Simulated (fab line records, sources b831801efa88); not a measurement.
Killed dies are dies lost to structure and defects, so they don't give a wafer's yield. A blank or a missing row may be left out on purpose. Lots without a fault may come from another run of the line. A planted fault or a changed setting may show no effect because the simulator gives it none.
Which tool did it? | flow sky130 | 6 lots, 18 wafers sampled, at 2 steps of a route of 708

WHAT THE GAUGES READ, wafer by wafer
SKY_VIA3_CD_MEAS_12: target cd 200 nm.
lot  | measured     | on        | cd_nm (nm)
L716 | day 40 07:53 | cd_sem-01 | 200.7 201.0 201.3
L719 | day 41 07:38 | cd_sem-01 | 202.5 200.6 201.3
L721 | day 42 13:01 | cd_sem-01 | 198.3 199.0 199.2
L723 | day 43 02:53 | cd_sem-02 | 199.4 200.0 198.9
L733 | day 45 03:33 | cd_sem-01 | 197.8 198.1 197.2
L735 | day 45 17:55 | cd_sem-02 | 199.0 198.4 200.4

WHICH TOOL RAN EACH LOT (tool, then ch and the chambers of the sampled wafers, then the start)
lot  | SKY_METAL3_SPUTTER_04
L716 | pvd_sputter-02, day 37 03:13
L719 | pvd_sputter-02, day 38 04:35
L721 | pvd_sputter-02, day 39 11:57
L723 | pvd_sputter-02, day 40 01:39
L733 | pvd_sputter-02, day 42 05:58
L735 | pvd_sputter-03, day 42 20:36
- SKY_METAL3_SPUTTER_04: material TiN, target thk 70 nm, time 58.3 s.

THE ANSWER, worked out from the rows above alone
Rule: what is usual is taken from the lots themselves. Put in order of their means at a reading, lots are off if they are a third of the lots or fewer, leave a main group of 4 or more, and stand apart from it by a gap of 3 or more times the standard deviation of the main group's means; of several such gaps the widest counts. A main group whose means are all the same, to the digits that the tables above print for the reading, isn't used. A lot without any number at a reading at which 4 lots or more have one is off too. The other lots that the step has rows for count as sound.
No lot is off at any reading shown: from this, nothing can be told.

WHAT THE SIMULATOR HAD PUT IN
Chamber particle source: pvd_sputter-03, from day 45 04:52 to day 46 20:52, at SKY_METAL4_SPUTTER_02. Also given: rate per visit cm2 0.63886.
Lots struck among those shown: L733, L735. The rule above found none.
